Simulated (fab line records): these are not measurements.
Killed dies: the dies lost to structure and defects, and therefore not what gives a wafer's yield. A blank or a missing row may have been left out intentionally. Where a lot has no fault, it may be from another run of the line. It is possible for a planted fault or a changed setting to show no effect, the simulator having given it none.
A struck lot beside a sound one    flow gf180mcu    30 out of 602 route steps
Sound: the wafers L894.3, L894.5, L894.6. Struck: wafer L899.2. (L899.1, L899.3 of the same lot were not struck and are left out.) The cause comes at the end.
Order at every step that has rows: each side's tool, ch and its chambers, its first start. Under that, the readings that differ: sound wafers    struck wafers    difference of the means    sigmas: that difference in standard deviations of wafers without a fault.
alike: readings with means less than 2 such deviations apart, plus words and numbers identical on both sides. not compared: withheld readings, readings lacking a value on some wafer, bounds such as >300 that could conceal the same value, and numbers that have no deviation in the record and whose values overlap.
A row with sigmas, a row that says differs or no value, or rows on one side alone: a step with any of these is where the two part. When numbers do not overlap yet have no deviation, they are printed without sigmas and do not part them. Lack of a reading on every wafer of one side parts them only where that side has two or more wafers.

first, 3 steps without rows for these wafers: GF_PSD_EXPOSE_04 (exposes mask Pplus, target cd 400 nm); GF_PSD_PEB_05; GF_PSD_DEVELOP_06 (develop time 60 s).
GF_PSD_CD_MEAS_07 targets a cd of 400 nm.
  sound on cdSem-02 at day 14 03:46; struck on cdSem-02 at day 16 01:51
  alike: cdNm
GF_PSD_OVL_MEAS_08:
  sound on overlay-01 at day 14 03:51; struck on overlay-01 at day 16 01:58
  alike: PSD_OVL
after that, 1 step had no rows for these wafers: GF_PSD_IMPLANT_09.
GF_PSD_STRIP_10: strips in O2/N2.
  sound on plasmaAsher-04 ch 0,1, day 14 04:04; struck on plasmaAsher-01 ch 1, day 16 02:10
reading                   sound        struck  difference                    sigmas
drypumpMotorCurrentA (A)  5.9 6.5 5.9  5.2     -0.9                          -2
rfHoursCounterH (h)       - - -        25      no value on the sound wafers  
  alike: heaterPowerW, oesProductAu, stripTimeToEndpointS
GF_PSD_TW_MEAS_11:
  sound on filmMetro-01 at day 14 04:09; struck on filmMetro-01 at day 16 02:16
  alike: PSD_TW
then, 1 step without rows for these wafers: GF_PSD_CLEAN_12 (cleans in SC1/SC2, time 150 s).
GF_PSD_RTA_13: time 20 s.
  sound on rtpAnneal-02 ch 0, day 14 04:16; struck on rtpAnneal-02 ch 0, day 16 02:23
  alike: chamberO2Ppm, lampPowerPct, wafer_temp_C_max
GF_PSD_RS_MEAS_14: uses a four-point probe to measure.
  sound on filmMetro-02 at day 14 04:22; struck on filmMetro-02 at day 16 02:28
  alike: NSD_RS
GF_PSD_RS_MEAS_15: uses a four-point probe to measure.
  sound on filmMetro-02 at day 14 04:29; struck on filmMetro-02 at day 16 02:35
  alike: PSD_RS
GF_SAB_CVD_00: deposits SiO2 from TEOS, target thk 50 nm, time 4.9302 s.
  sound on pecvd-02 ch 1,2, day 14 04:34; struck on pecvd-02 ch 2, day 16 02:42
reading                              sound             struck  difference  sigmas
model.SiO2_of_SAB_CVD_00.thkNm (nm)  50.3 50.47 50.44  46.33   -4.07       
  alike: heaterPowerW
GF_SAB_THK_MEAS_01:
  sound on filmMetro-02 at day 14 04:36; struck on filmMetro-04 at day 16 02:43
reading              sound           struck  difference  sigmas
SAB_CVD_00_THK (nm)  50.3 50.5 50.4  46.3    -4.1        -6
then, 7 steps without rows for these wafers: GF_SAB_DEHYDRATE_02 (time 60 s); GF_SAB_HMDS_03 (prime time 60 s); GF_SAB_COAT_04 (resist thk 1000 nm); GF_SAB_SOFTBAKE_05 (time 60 s); GF_SAB_EXPOSE_06 (exposes mask SAB, target cd 420 nm); GF_SAB_PEB_07; GF_SAB_DEVELOP_08 (develop time 60 s).
GF_SAB_CD_MEAS_09 targets a cd of 420 nm.
  sound on cdSem-01 at day 15 01:20; struck on cdSem-01 at day 17 00:24
  alike: cdNm
GF_SAB_OVL_MEAS_10:
  sound on overlay-02 at day 15 01:26; struck on overlay-01 at day 17 00:31
reading       sound           struck  difference  sigmas
SAB_OVL (nm)  -1.1 -1.8 -2.7  1.7     +3.6        +2
GF_SAB_ETCH_11: etches SiO2 in C4F8/O2/Ar, target depth 55 nm, time 8.5 s.
  sound on rieDiel-04 ch 2,3, day 15 01:28; struck on rieDiel-03 ch 1, day 17 00:34
  alike: oesProductAu
  not compared: rfHoursCounterH
then, 1 step without rows for these wafers: GF_SAB_WET_ETCH_12 (etches SiO2 in dHF, target depth 22 nm, time 440 s).
GF_SAB_STRIP_13: strips in O2/N2.
  sound on plasmaAsher-03 ch 0,1, day 15 01:38; struck on plasmaAsher-02 ch 1, day 17 00:43
reading              sound  struck  difference                    sigmas
rfHoursCounterH (h)  - - -  75      no value on the sound wafers  
  alike: drypumpMotorCurrentA, heaterPowerW, oesProductAu, stripTimeToEndpointS
then, 1 step without rows for these wafers: GF_SALICIDE_CLEAN_00 (cleans in SC1/SC2, time 150 s).
GF_SALICIDE_WET_ETCH_01: etches SiO2 in dHF, target depth 5 nm, time 100 s.
  sound on wetBench-03 ch 2, day 15 01:46; struck on wetBench-03 ch 2, day 17 00:52
reading                              sound              struck  difference  sigmas
model.SiO2_of_SAB_CVD_00.thkNm (nm)  39.76 39.99 39.92  35.77   -4.12       
  alike: bathHeatDutyPct
GF_SALICIDE_SPUTTER_02: material Co, target thk 10 nm, time 20 s.
  sound on pvdSputter-04 at day 15 01:48; struck on pvdSputter-03 at day 17 00:54
  alike: throttleValvePct
GF_PASSIVATION_PROBE_99:
  the record has rows for the sound wafers here (prober-01, day 29 00:59) and none for the struck ones

## WHERE THEY PART
Earliest at GF_PSD_STRIP_10; latest, in this record, at GF_PASSIVATION_PROBE_99.

WHY: what the simulator had put in
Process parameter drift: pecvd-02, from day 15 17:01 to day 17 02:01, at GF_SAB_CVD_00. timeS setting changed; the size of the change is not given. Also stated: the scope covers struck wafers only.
